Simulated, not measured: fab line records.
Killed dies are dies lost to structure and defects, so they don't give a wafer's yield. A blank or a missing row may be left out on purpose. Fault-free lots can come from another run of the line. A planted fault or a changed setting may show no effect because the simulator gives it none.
fab line records | flow gf180mcu | part 1 of 2: steps 1 to 44 of 45
record lots=7 | wafers=21 | last_day=32
route steps=602 shown STI@27 DNWELL@32 NWELL@42 LVPWELL@54 MVSD@66 V2@398 PASSIVATION@602
lots untouched by any fault: they come from a run of this same line in which no faults occurred
start_h: the number of hours between the record's first day and the start of the first shown wafer of the lot | wait_h: hours elapsed since this lot's preceding step | " repeats the value in the row above | L1.1+2: several wafers, shown together as one row | - no value, or no start was given | * or withheld: withheld | < > ~ a bound
route shown NAME@n: NAME is a module with steps in the file, n the number in the route of the first one | usual: mean/standard deviation taken from wafers without a fault | same: alike in all rows | chamber/n: place in a boat | sites: per-site readings | _std_site: standard deviation across them | _edge_site: the outer-site mean with the inner-site mean subtracted | radius_mm: for every site, how far away it sits from the centre of the wafer | mask NAME#n: copy n | behind: the tool/chamber that last shaped the wafer | hold: the reason the lot was held/the length of the hold in hours/how it ended | device: the n, p or np transistor that did not switch | end of line: at the end of the route, the tests of the same wafers | where a step has no rows: the recipe by itself | killed: the dies lost at the first sort to structure and to defects; this is not the yield of the wafer | map: a wafer's dies, marking killed ones x, the rest . and places with no die _
set.NAME: the setting as run; set.NAME@STEP: as run at that earlier step | model.NAME: the simulator's own value behind a step, which no gauge read
certain route steps with their lots: each step a table, each wafer a row
services: when a tool's chamber went out of use (start_h, in hours from the record's first day, below 0 if earlier), for how many hours, and the reason
## steps
# step GF_STI_WET_ETCH_26
# recipe chemistry=dHF | target_depth_nm=94 | target=SiO2 | temp_c=25 | dilution=10:1 | time_s=188
# step GF_STI_WET_ETCH_27
# recipe chemistry=H3PO4 | target_depth_nm=160 | target=Si3N4 | temp_c=160 | time_s=1825
# step GF_STI_WET_ETCH_28
# recipe chemistry=dHF | target_depth_nm=20 | dry=ipa_marangoni | target=SiO2 | temp_c=25 | dilution=10:1 | time_s=40
# step GF_STI_OXIDATION_29
# recipe temp_c=900 | ambient=O2 | stabilise_s=600 | purge_s=300 | target_thk_a=100 | ox_time_s=1418
# step GF_STI_THK_MEAS_30
# recipe reads=SiO2_of_STI_OXIDATION_29
# usual STI_OXIDATION_02_THK=10.02/0.17
lot.wafer | tool          | chamber | start_h | wait_h | STI_OXIDATION_02_THK[nm]
L826.2    | film_metro-01 | -       | 31.90   | 0.0    | 9.72
L826.3    | "             | -       | "       | "      | 9.90
L826.5    | "             | -       | "       | "      | 9.69
L828.2    | film_metro-01 | -       | 39.36   | 0.0    | 10.08
L828.4    | "             | -       | "       | "      | 10.28
L828.5    | "             | -       | "       | "      | 10.03
L829.2    | film_metro-02 | -       | 46.36   | 0.0    | 9.80
L829.3    | "             | -       | "       | "      | 9.52
L829.4    | "             | -       | "       | "      | 9.59
L834.1    | film_metro-01 | -       | 70.66   | 0.0    | 9.71
L834.2    | "             | -       | "       | "      | 9.70
L834.4    | "             | -       | "       | "      | 9.76
L838.2    | film_metro-01 | -       | 91.67   | 0.0    | 10.15
L838.3    | "             | -       | "       | "      | 10.28
L838.5    | "             | -       | "       | "      | 9.99
L839.4    | film_metro-02 | -       | 95.78   | 0.0    | 10.14
L839.5    | "             | -       | "       | "      | 10.22
L839.6    | "             | -       | "       | "      | 10.19
L840.1    | film_metro-02 | -       | 100.97  | 0.0    | 10.23
L840.2    | "             | -       | "       | "      | 10.06
L840.6    | "             | -       | "       | "      | 10.16
# step GF_DNWELL_DEHYDRATE_00
# recipe temp_c=200 | time_s=60
# step GF_DNWELL_HMDS_01
# recipe prime_time_s=60 | prime_temp_c=120
# step GF_DNWELL_COAT_02
# recipe spin_rpm=2000 | resist_thk_nm=3000
# step GF_DNWELL_SOFTBAKE_03
# recipe temp_c=110 | time_s=withheld
# step GF_DNWELL_EXPOSE_04
# recipe mask_id=DNWELL | target_cd_nm=1700 | na=0.6 | source_shape=conventional | sigma_outer=0.6 | dose_mj=260
# step GF_DNWELL_PEB_05
# recipe temp_c=115 | time_s=withheld
# step GF_DNWELL_DEVELOP_06
# recipe wall_angle_deg=90 | develop_time_s=60 | dev_temp_c=23
# step GF_DNWELL_IMPLANT_07
# recipe species=P | energy_kev=1500 | dose_cm2=1e+13 | tilt_deg=0
# usual implant_ion_amu=31/0 | tilt_deg=0.002/0.021
lot.wafer | tool         | chamber | start_h | wait_h | implant_ion_amu | tilt_deg | model.implant.rp_nm | model.implant.drp_nm
L826.2    | implanter-03 | 0       | 43.59   | -      | 31              | -0.010   | 1488                | 197.4
L826.3    | "            | 0       | "       | "      | 31              | -0.007   | 1488                | 197.4
L826.5    | "            | 0       | "       | "      | 31              | 0.000    | 1488                | 197.4
L828.2    | implanter-01 | 0       | 52.05   | -      | 31              | -0.017   | 1463                | 197.4
L828.4    | "            | 0       | "       | "      | 31              | 0.022    | 1463                | 197.4
L828.5    | "            | 0       | "       | "      | 31              | -0.028   | 1463                | 197.4
L829.2    | implanter-04 | 0       | 58.74   | -      | 31              | -0.010   | 1504                | 197.4
L829.3    | "            | 0       | "       | "      | 31              | -0.010   | 1504                | 197.4
L829.4    | "            | 0       | "       | "      | 31              | -0.020   | 1504                | 197.4
L834.1    | implanter-03 | 0       | 83.49   | -      | 31              | -0.017   | 1470                | 197.4
L834.2    | "            | 0       | "       | "      | 31              | -0.029   | 1470                | 197.4
L834.4    | "            | 0       | "       | "      | 31              | -0.020   | 1470                | 197.4
L838.2    | implanter-03 | 0       | 105.40  | -      | 75              | 0.012    | 855.9               | 219
L838.3    | "            | 0       | "       | "      | 75              | -0.017   | 855.9               | 219
L838.5    | "            | 0       | "       | "      | 75              | -0.003   | 855.9               | 219
L839.4    | implanter-01 | 0       | 109.76  | -      | 75              | 0.010    | 853.5               | 219
L839.5    | "            | 0       | "       | "      | 75              | -0.020   | 853.5               | 219
L839.6    | "            | 0       | "       | "      | 75              | -0.006   | 853.5               | 219
L840.1    | implanter-03 | 0       | 114.83  | -      | 75              | 0.001    | 844.8               | 219
L840.2    | "            | 0       | "       | "      | 75              | 0.012    | 844.8               | 219
L840.6    | "            | 0       | "       | "      | 75              | 0.021    | 844.8               | 219
# step GF_DNWELL_STRIP_08
# recipe chemistry=O2/N2 | power_w=1400 | pressure_mtorr=1500 | platen_temp_c=250 | o2_flow_sccm=3000 | n2_flow_sccm=300 | overash_fraction=0.5
# usual drypump_motor_current_A=5.4/0.77 | heater_power_w=288/25 | oes_product_au=0.722/0.0048 | strip_time_to_endpoint_s=36.94/0.075
lot.wafer | tool            | chamber | start_h | wait_h | drypump_motor_current_A | heater_power_w | oes_product_au | rf_hours_counter_h | strip_time_to_endpoint_s
L826.2    | plasma_asher-02 | 1       | 43.71   | 0.1    | 6.6                     | 261            | 0.718          | 42                 | 37.02
L826.3    | "               | 1       | "       | "      | 6.6                     | 260            | 0.721          | -                  | 36.91
L826.5    | "               | 1       | "       | "      | 6.5                     | 256            | 0.721          | -                  | 36.96
L828.2    | plasma_asher-04 | 1       | 52.18   | 0.1    | 5.2                     | 262            | 0.725          | 40                 | 36.96
L828.4    | "               | 1       | "       | "      | 5.1                     | 261            | 0.727          | -                  | 36.92
L828.5    | "               | 1       | "       | "      | 5.1                     | 256            | 0.731          | -                  | 36.91
L829.2    | plasma_asher-02 | 1       | 58.86   | 0.1    | 6.6                     | 265            | 0.713          | 44                 | 36.96
L829.3    | "               | 1       | "       | "      | 6.5                     | 262            | 0.725          | -                  | 36.89
L829.4    | "               | 0       | "       | "      | 4.8                     | 302            | 0.715          | -                  | 36.85
L834.1    | plasma_asher-04 | 1       | 83.64   | 0.1    | 5.1                     | 258            | 0.721          | 43                 | 37.02
L834.2    | "               | 0       | "       | "      | 4.7                     | 318            | 0.721          | 43                 | 36.81
L834.4    | "               | 1       | "       | "      | 5.1                     | 265            | 0.718          | -                  | 36.88
L838.2    | plasma_asher-02 | 0       | 105.53  | 0.1    | 4.8                     | 290            | 0.724          | 49                 | 36.93
L838.3    | "               | 1       | "       | "      | 6.5                     | 257            | 0.720          | -                  | 36.98
L838.5    | "               | 0       | "       | "      | 4.8                     | 292            | 0.725          | -                  | 36.99
L839.4    | plasma_asher-01 | 0       | 109.87  | 0.1    | 6.4                     | 323            | 0.715          | -                  | 36.98
L839.5    | "               | 1       | "       | "      | 4.9                     | 309            | 0.724          | -                  | 36.91
L839.6    | "               | 0       | "       | "      | 6.3                     | 322            | 0.725          | -                  | 36.96
L840.1    | plasma_asher-04 | 1       | 115.04  | 0.2    | 5.1                     | 257            | 0.712          | 46                 | 37.01
L840.2    | "               | 0       | "       | "      | 4.7                     | 315            | 0.723          | 46                 | 37.04
L840.6    | "               | 1       | "       | "      | 5.1                     | 254            | 0.725          | -                  | 36.90
# step GF_DNWELL_TW_MEAS_09
# usual DNWELL_TW=1348/15
lot.wafer | tool          | chamber | start_h | wait_h | DNWELL_TW
L826.2    | film_metro-04 | -       | 43.82   | 0.1    | 1350
L826.3    | "             | -       | "       | "      | 1346
L826.5    | "             | -       | "       | "      | 1342
L828.2    | film_metro-01 | -       | 52.29   | 0.1    | 1369
L828.4    | "             | -       | "       | "      | 1374
L828.5    | "             | -       | "       | "      | 1359
L829.2    | film_metro-04 | -       | 58.97   | 0.1    | 1344
L829.3    | "             | -       | "       | "      | 1350
L829.4    | "             | -       | "       | "      | 1340
L834.1    | film_metro-01 | -       | 83.74   | 0.1    | 1361
L834.2    | "             | -       | "       | "      | 1368
L834.4    | "             | -       | "       | "      | 1363
L838.2    | film_metro-01 | -       | 105.64  | 0.1    | 2562
L838.3    | "             | -       | "       | "      | 2560
L838.5    | "             | -       | "       | "      | 2567
L839.4    | film_metro-01 | -       | 109.96  | 0.1    | 2571
L839.5    | "             | -       | "       | "      | 2583
L839.6    | "             | -       | "       | "      | 2553
L840.1    | film_metro-04 | -       | 115.14  | 0.1    | 2540
L840.2    | "             | -       | "       | "      | 2538
L840.6    | "             | -       | "       | "      | 2538
# step GF_NWELL_DEHYDRATE_00
# recipe temp_c=200 | time_s=60
# step GF_NWELL_HMDS_01
# recipe prime_time_s=60 | prime_temp_c=120
# step GF_NWELL_COAT_02
# recipe spin_rpm=2000 | resist_thk_nm=3021
# step GF_NWELL_SOFTBAKE_03
# recipe temp_c=110 | time_s=withheld
# step GF_NWELL_EXPOSE_04
# recipe mask_id=Nwell | target_cd_nm=860 | na=0.6 | source_shape=conventional | sigma_outer=0.6 | dose_mj=260
# step GF_NWELL_PEB_05
# recipe temp_c=115 | time_s=withheld
# step GF_NWELL_DEVELOP_06
# recipe wall_angle_deg=90 | develop_time_s=60 | dev_temp_c=23
# step GF_NWELL_OVL_MEAS_07
# usual NWELL_OVL=-0.9/1.3
lot.wafer | tool       | chamber | start_h | wait_h | NWELL_OVL[nm]
L826.2    | overlay-02 | -       | 56.52   | -      | -2.0
L826.3    | "          | -       | "       | "      | -0.3
L826.5    | "          | -       | "       | "      | -0.4
L828.2    | overlay-01 | -       | 64.52   | -      | -2.7
L828.4    | "          | -       | "       | "      | -2.7
L828.5    | "          | -       | "       | "      | -2.9
L829.2    | overlay-02 | -       | 71.13   | -      | -1.8
L829.3    | "          | -       | "       | "      | -1.2
L829.4    | "          | -       | "       | "      | -1.1
L834.1    | overlay-02 | -       | 97.46   | -      | -1.3
L834.2    | "          | -       | "       | "      | -0.8
L834.4    | "          | -       | "       | "      | -0.3
L838.2    | overlay-01 | -       | 120.47  | -      | -1.5
L838.3    | "          | -       | "       | "      | -1.1
L838.5    | "          | -       | "       | "      | -1.5
L839.4    | overlay-01 | -       | 124.04  | -      | -1.0
L839.5    | "          | -       | "       | "      | -1.4
L839.6    | "          | -       | "       | "      | -1.1
L840.1    | overlay-01 | -       | 129.71  | -      | 0.3
L840.2    | "          | -       | "       | "      | 0.4
L840.6    | "          | -       | "       | "      | -0.9
# step GF_NWELL_IMPLANT_08
# recipe species=P | energy_kev=450 | dose_cm2=1.5e+13 | tilt_deg=0
# step GF_NWELL_IMPLANT_09
# recipe species=P | energy_kev=160 | dose_cm2=4e+12 | tilt_deg=0
# step GF_NWELL_STRIP_10
# recipe chemistry=O2/N2 | power_w=1400 | pressure_mtorr=1500 | platen_temp_c=250 | o2_flow_sccm=3000 | n2_flow_sccm=300 | overash_fraction=0.5
# usual drypump_motor_current_A=5.8/0.62 | heater_power_w=298/18 | oes_product_au=0.723/0.0047 | strip_time_to_endpoint_s=37.19/0.089
lot.wafer | tool            | chamber | start_h | wait_h | drypump_motor_current_A | heater_power_w | oes_product_au | rf_hours_counter_h | strip_time_to_endpoint_s
L826.2    | plasma_asher-02 | 1       | 56.85   | 0.1    | 6.6                     | 262            | 0.722          | 43                 | 37.09
L826.3    | "               | 1       | "       | "      | 6.6                     | 263            | 0.718          | -                  | 37.08
L826.5    | "               | 0       | "       | "      | 4.8                     | 296            | 0.716          | -                  | 37.09
L828.2    | plasma_asher-03 | 0       | 64.85   | 0.1    | 6.1                     | 283            | 0.729          | 25                 | 37.11
L828.4    | "               | 1       | "       | "      | 5.8                     | 318            | 0.726          | -                  | 37.11
L828.5    | "               | 0       | "       | "      | 6.1                     | 282            | 0.723          | -                  | 37.10
L829.2    | plasma_asher-03 | 1       | 71.46   | 0.1    | 5.7                     | 296            | 0.724          | 25                 | 37.10
L829.3    | "               | 0       | "       | "      | 6.1                     | 288            | 0.720          | -                  | 37.03
L829.4    | "               | 1       | "       | "      | 5.8                     | 305            | 0.725          | -                  | 37.03
L834.1    | plasma_asher-01 | 1       | 97.80   | 0.1    | 4.9                     | 308            | 0.714          | 45                 | 37.28
L834.2    | "               | 0       | "       | "      | 6.3                     | 325            | 0.720          | 45                 | 37.23
L834.4    | "               | 1       | "       | "      | 4.9                     | 312            | 0.719          | -                  | 37.26
L838.2    | plasma_asher-02 | 0       | 120.80  | 0.1    | 4.8                     | 300            | 0.718          | 0                  | 37.26
L838.3    | "               | 1       | "       | "      | 6.6                     | 261            | 0.725          | -                  | 37.17
L838.5    | "               | 0       | "       | "      | 4.8                     | 309            | 0.719          | -                  | 37.14
L839.4    | plasma_asher-02 | 1       | 124.40  | 0.1    | 6.5                     | 263            | 0.716          | -                  | 37.26
L839.5    | "               | 1       | "       | "      | 6.5                     | 264            | 0.724          | -                  | 37.28
L839.6    | "               | 0       | "       | "      | 4.8                     | 309            | 0.725          | -                  | 37.26
L840.1    | plasma_asher-01 | 0       | 130.05  | 0.1    | 6.4                     | 320            | 0.728          | 49                 | 37.21
L840.2    | "               | 1       | "       | "      | 4.9                     | 311            | 0.721          | 49                 | 37.24
L840.6    | "               | 0       | "       | "      | 6.4                     | 325            | 0.723          | -                  | 37.28
# step GF_NWELL_TW_MEAS_11
# usual NWELL_TW=1580/11
lot.wafer | tool          | chamber | start_h | wait_h | NWELL_TW
L826.2    | film_metro-01 | -       | 56.96   | 0.1    | 1590
L826.3    | "             | -       | "       | "      | 1595
L826.5    | "             | -       | "       | "      | 1590
L828.2    | film_metro-04 | -       | 64.96   | 0.1    | 1560
L828.4    | "             | -       | "       | "      | 1563
L828.5    | "             | -       | "       | "      | 1573
L829.2    | film_metro-04 | -       | 71.57   | 0.1    | 1562
L829.3    | "             | -       | "       | "      | 1565
L829.4    | "             | -       | "       | "      | 1564
L834.1    | film_metro-03 | -       | 97.90   | 0.1    | 1581
L834.2    | "             | -       | "       | "      | 1573
L834.4    | "             | -       | "       | "      | 1574
L838.2    | film_metro-04 | -       | 120.91  | 0.1    | 1562
L838.3    | "             | -       | "       | "      | 1567
L838.5    | "             | -       | "       | "      | 1573
L839.4    | film_metro-01 | -       | 124.49  | 0.1    | 1589
L839.5    | "             | -       | "       | "      | 1600
L839.6    | "             | -       | "       | "      | 1592
L840.1    | film_metro-01 | -       | 130.15  | 0.1    | 1594
L840.2    | "             | -       | "       | "      | 1589
L840.6    | "             | -       | "       | "      | 1591
# step GF_LVPWELL_DEHYDRATE_00
# recipe temp_c=200 | time_s=60
# step GF_LVPWELL_HMDS_01
# recipe prime_time_s=60 | prime_temp_c=120
# step GF_LVPWELL_COAT_02
# recipe spin_rpm=2000 | resist_thk_nm=3000
# step GF_LVPWELL_SOFTBAKE_03
# recipe temp_c=110 | time_s=withheld
# step GF_LVPWELL_EXPOSE_04
# recipe mask_id=LVPWELL | target_cd_nm=600 | na=0.6 | source_shape=conventional | sigma_outer=0.6 | dose_mj=260
# step GF_LVPWELL_PEB_05
# recipe temp_c=115 | time_s=withheld
# step GF_LVPWELL_DEVELOP_06
# recipe wall_angle_deg=90 | develop_time_s=60 | dev_temp_c=23
# step GF_LVPWELL_OVL_MEAS_07
# usual LVPWELL_OVL=-1.0/1.4
lot.wafer | tool       | chamber | start_h | wait_h | LVPWELL_OVL[nm]
L826.2    | overlay-02 | -       | 69.37   | -      | 0.4
L826.3    | "          | -       | "       | "      | -0.4
L826.5    | "          | -       | "       | "      | -0.8
L828.2    | overlay-02 | -       | 78.44   | -      | -3.7
L828.4    | "          | -       | "       | "      | -3.4
L828.5    | "          | -       | "       | "      | -3.7
L829.2    | overlay-01 | -       | 85.12   | -      | -2.9
L829.3    | "          | -       | "       | "      | -2.3
L829.4    | "          | -       | "       | "      | 0.0
L834.1    | overlay-01 | -       | 112.01  | -      | -0.6
L834.2    | "          | -       | "       | "      | 1.1
L834.4    | "          | -       | "       | "      | 1.9
L838.2    | overlay-01 | -       | 135.62  | -      | -0.5
L838.3    | "          | -       | "       | "      | -3.3
L838.5    | "          | -       | "       | "      | -2.1
L839.4    | overlay-02 | -       | 139.59  | -      | 1.0
L839.5    | "          | -       | "       | "      | 1.7
L839.6    | "          | -       | "       | "      | 0.1
L840.1    | overlay-02 | -       | 145.91  | -      | -1.8
L840.2    | "          | -       | "       | "      | -0.8
L840.6    | "          | -       | "       | "      | -0.4
# step GF_LVPWELL_IMPLANT_08
# recipe species=B | energy_kev=170 | dose_cm2=1.5e+13 | tilt_deg=0
# step GF_LVPWELL_IMPLANT_09
# recipe species=B | energy_kev=60 | dose_cm2=5e+12 | tilt_deg=0
# step GF_LVPWELL_STRIP_10
# recipe chemistry=O2/N2 | power_w=1400 | pressure_mtorr=1500 | platen_temp_c=250 | o2_flow_sccm=3000 | n2_flow_sccm=300 | overash_fraction=0.5
# usual drypump_motor_current_A=5.5/0.68 | heater_power_w=289/23 | oes_product_au=0.723/0.0049 | strip_time_to_endpoint_s=36.98/0.11
lot.wafer | tool            | chamber | start_h | wait_h | drypump_motor_current_A | heater_power_w | oes_product_au | rf_hours_counter_h | strip_time_to_endpoint_s
L826.2    | plasma_asher-04 | 1       | 69.70   | 0.1    | 5.1                     | 248            | 0.726          | 42                 | 36.72
L826.3    | "               | 1       | "       | "      | 5.1                     | 255            | 0.731          | -                  | 36.77
L826.5    | "               | 1       | "       | "      | 5.2                     | 264            | 0.727          | -                  | 36.69
L828.2    | plasma_asher-03 | 1       | 78.77   | 0.1    | 5.7                     | 307            | 0.717          | 26                 | 36.97
L828.4    | "               | 1       | "       | "      | 5.7                     | 307            | 0.717          | -                  | 36.96
L828.5    | "               | 0       | "       | "      | 6.1                     | 288            | 0.719          | -                  | 37.17
L829.2    | plasma_asher-02 | 0       | 85.45   | 0.1    | 4.8                     | 302            | 0.721          | 47                 | 36.98
L829.3    | "               | 0       | "       | "      | 4.8                     | 298            | 0.730          | -                  | 37.00
L829.4    | "               | 1       | "       | "      | 6.6                     | 264            | 0.725          | -                  | 37.05
L834.1    | plasma_asher-04 | 1       | 112.35  | 0.1    | 5.1                     | 260            | 0.713          | 46                 | 37.07
L834.2    | "               | 0       | "       | "      | 4.7                     | 319            | 0.723          | 46                 | 37.12
L834.4    | "               | 1       | "       | "      | 5.1                     | 250            | 0.726          | -                  | 37.07
L838.2    | plasma_asher-04 | 0       | 135.95  | 0.1    | 4.7                     | 316            | 0.723          | 48                 | 37.14
L838.3    | "               | 0       | "       | "      | 4.7                     | 318            | 0.720          | -                  | 37.18
L838.5    | "               | 0       | "       | "      | 4.7                     | 315            | 0.721          | -                  | 37.28
L839.4    | plasma_asher-04 | 0       | 139.95  | 0.1    | 4.7                     | 310            | 0.719          | -                  | 37.11
L839.5    | "               | 0       | "       | "      | 4.7                     | 316            | 0.722          | -                  | 36.95
L839.6    | "               | 1       | "       | "      | 5.1                     | 256            | 0.709          | -                  | 37.15
L840.1    | plasma_asher-03 | 1       | 146.25  | 0.1    | 5.7                     | 310            | 0.725          | 33                 | 37.07
L840.2    | "               | 0       | "       | "      | 6.0                     | 291            | 0.719          | 33                 | 37.10
L840.6    | "               | 1       | "       | "      | 5.7                     | 302            | 0.725          | -                  | 37.08
# step GF_LVPWELL_TW_MEAS_11
# usual LVPWELL_TW=561/4.1
lot.wafer | tool          | chamber | start_h | wait_h | LVPWELL_TW
L826.2    | film_metro-04 | -       | 69.81   | 0.1    | 560
L826.3    | "             | -       | "       | "      | 556
L826.5    | "             | -       | "       | "      | 558
L828.2    | film_metro-04 | -       | 78.88   | 0.1    | 560
L828.4    | "             | -       | "       | "      | 559
L828.5    | "             | -       | "       | "      | 558
L829.2    | film_metro-04 | -       | 85.56   | 0.1    | 559
L829.3    | "             | -       | "       | "      | 559
L829.4    | "             | -       | "       | "      | 560
L834.1    | film_metro-01 | -       | 112.45  | 0.1    | 564
L834.2    | "             | -       | "       | "      | 562
L834.4    | "             | -       | "       | "      | 563
L838.2    | film_metro-01 | -       | 136.06  | 0.1    | 567
L838.3    | "             | -       | "       | "      | 566
L838.5    | "             | -       | "       | "      | 566
L839.4    | film_metro-04 | -       | 140.09  | 0.1    | 557
L839.5    | "             | -       | "       | "      | 555
L839.6    | "             | -       | "       | "      | 556
L840.1    | film_metro-01 | -       | 146.35  | 0.1    | 566
L840.2    | "             | -       | "       | "      | 568
L840.6    | "             | -       | "       | "      | 566
# step GF_MVSD_DEHYDRATE_00
# recipe temp_c=200 | time_s=60
# step GF_MVSD_HMDS_01
# recipe prime_time_s=60 | prime_temp_c=120
# step GF_MVSD_COAT_02
# recipe spin_rpm=2000 | resist_thk_nm=3000
# step GF_V2_ETCH_16
# recipe chemistry=N2/H2 | target_depth_a=withheld | overetch_a=withheld | time_s=withheld | target=BARC | ion_energy_ev=200 | source_w=500 | bias_w=100 | pressure_mtorr=30 | n2_flow_sccm=100 | h2_flow_sccm=200
# usual drypump_motor_current_A=5.9/0.49 | oes_product_au=0.854/0.0048 | throttle_valve_pct=13.224/0.0092
lot.wafer | tool        | chamber | start_h | wait_h | drypump_motor_current_A | oes_product_au | throttle_valve_pct | model.V2.cd_nm
L826.2    | rie_diel-03 | 3       | 466.26  | 0.0    | 6.3                     | 0.854          | 13.234             | 257
L826.3    | "           | 1       | "       | "      | 4.8                     | 0.857          | 13.228             | 255.7
L826.5    | "           | 0       | "       | "      | 6.6                     | 0.850          | 13.211             | 255.9
L828.2    | rie_diel-02 | 3       | 481.90  | 0.0    | 5.7                     | 0.863          | 13.219             | 260.2
L828.4    | "           | 0       | "       | "      | 6.4                     | 0.850          | 13.228             | 259.1
L828.5    | "           | 0       | "       | "      | 6.5                     | 0.865          | 13.208             | 258.9
L829.2    | rie_diel-03 | 2       | 493.68  | 0.0    | 5.5                     | 0.851          | 13.226             | 256.8
L829.3    | "           | 3       | "       | "      | 6.3                     | 0.850          | 13.220             | 259.1
L829.4    | "           | 0       | "       | "      | 6.6                     | 0.853          | 13.225             | 258.6
L834.1    | rie_diel-02 | 3       | 537.78  | 0.0    | 5.7                     | 0.856          | 13.216             | 261.2
L834.2    | "           | 1       | "       | "      | 5.8                     | 0.857          | 13.217             | 260.6
L834.4    | "           | 2       | "       | "      | 5.1                     | 0.854          | 13.236             | 258.9
L838.2    | rie_diel-02 | 0       | 570.23  | 0.0    | 6.4                     | 0.847          | 13.217             | 258.5
L838.3    | "           | 2       | "       | "      | 5.1                     | 0.851          | 13.207             | 258.2
L838.5    | "           | 3       | "       | "      | 5.7                     | 0.854          | 13.229             | 260.4
L839.4    | rie_diel-04 | 2       | 575.14  | 0.0    | 5.7                     | 0.860          | 13.237             | 262.7
L839.5    | "           | 3       | "       | "      | 6.3                     | 0.849          | 13.233             | 260.2
L839.6    | "           | 1       | "       | "      | 5.9                     | 0.867          | 13.222             | 260.1
L840.1    | rie_diel-02 | 2       | 583.88  | 0.0    | 5.1                     | 0.854          | 13.221             | 260.2
L840.2    | "           | 3       | "       | "      | 5.7                     | 0.857          | 13.227             | 263.1
L840.6    | "           | 0       | "       | "      | 6.4                     | 0.854          | 13.211             | 260.7
# step GF_V2_ETCH_17
# recipe chemistry=C4F8/O2/Ar | mask_material=KrF | target=SiO2 | stop_on=TiN | source_w=1500 | bias_w=1200 | pressure_mtorr=40 | c4f8_flow_sccm=withheld | O2_flow_sccm=6 | Ar_flow_sccm=300 | time_s=withheld | target_depth_a=6300
# usual oes_product_au=0.856/0.0047
lot.wafer | tool        | chamber | start_h | wait_h | oes_product_au | model.V2.cd_nm
L826.2    | rie_diel-03 | 3       | -       | -      | 0.855          | 256.7
L826.3    | "           | 1       | "       | "      | 0.858          | 254.7
L826.5    | "           | 0       | "       | "      | 0.851          | 255.8
L828.2    | rie_diel-02 | 3       | -       | -      | 0.861          | 260.4
L828.4    | "           | 0       | "       | "      | 0.860          | 258.8
L828.5    | "           | 0       | "       | "      | 0.850          | 258.3
L829.2    | rie_diel-03 | 2       | -       | -      | 0.850          | 257
L829.3    | "           | 3       | "       | "      | 0.854          | 259
L829.4    | "           | 0       | "       | "      | 0.850          | 258.5
L834.1    | rie_diel-02 | 3       | -       | -      | 0.850          | 261.2
L834.2    | "           | 1       | "       | "      | 0.855          | 261.2
L834.4    | "           | 2       | "       | "      | 0.854          | 258.3
L838.2    | rie_diel-02 | 0       | -       | -      | 0.852          | 257.3
L838.3    | "           | 2       | "       | "      | 0.856          | 257.2
L838.5    | "           | 3       | "       | "      | 0.847          | 260.8
L839.4    | rie_diel-04 | 2       | -       | -      | 0.860          | 263.5
L839.5    | "           | 3       | "       | "      | 0.868          | 258.3
L839.6    | "           | 1       | "       | "      | 0.857          | 260.5
L840.1    | rie_diel-02 | 2       | -       | -      | 0.857          | 259.5
L840.2    | "           | 3       | "       | "      | 0.862          | 263.1
L840.6    | "           | 0       | "       | "      | 0.858          | 259.2
## key
first_sign step=GF_DNWELL_IMPLANT_07 | reading=implant_ion_amu | direction=up | sigmas=99+ | usual=31 | struck=75
effect step=GF_DNWELL_TW_MEAS_09 | reading=DNWELL_TW | direction=up | sigmas=81 | usual=1348 | struck=2557
model_effect step=GF_DNWELL_IMPLANT_07 | value=implant.rp_nm | without=1486 | struck=851.4
model_effect step=GF_V2_ETCH_16 | value=V2.cd_nm | without=261.5 | struck=260.4
model_effect step=GF_V2_ETCH_17 | value=V2.cd_nm | without=261 | struck=259.9
model_effect step=GF_PASSIVATION_PROBE_99 | value=etest.pwell_in_dnwell.line_ohm_um | without=4052 | struck=5906
met_at GF_DNWELL_IMPLANT_07
struck_wafers L838.2,L838.3,L838.5,L839.4,L839.5,L839.6,L840.1,L840.2,L840.6
tester_left_out L838,L839,L840
loop_trim step=GF_V2_EXPOSE_11 | setting=dose | lots=L838
onset_between 83.49 105.40
fault kind=wrong_recipe_download | tool=implanter-01,implanter-03,implanter-04 | chamber=- | onset_h=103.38 | steps=GF_DNWELL_IMPLANT_07 | wrong_recipe.not_listed=1
# tester_left_out: of these lots the tester's yield and bins aren't shown, on N5 and GAA mostly nor the transistor test; their killed dies are dies lost to structure and defects alone, not to doping, threshold or leakage, so they don't give the yield
# loop_trim: a control loop set the setting to another value than it would have without faults
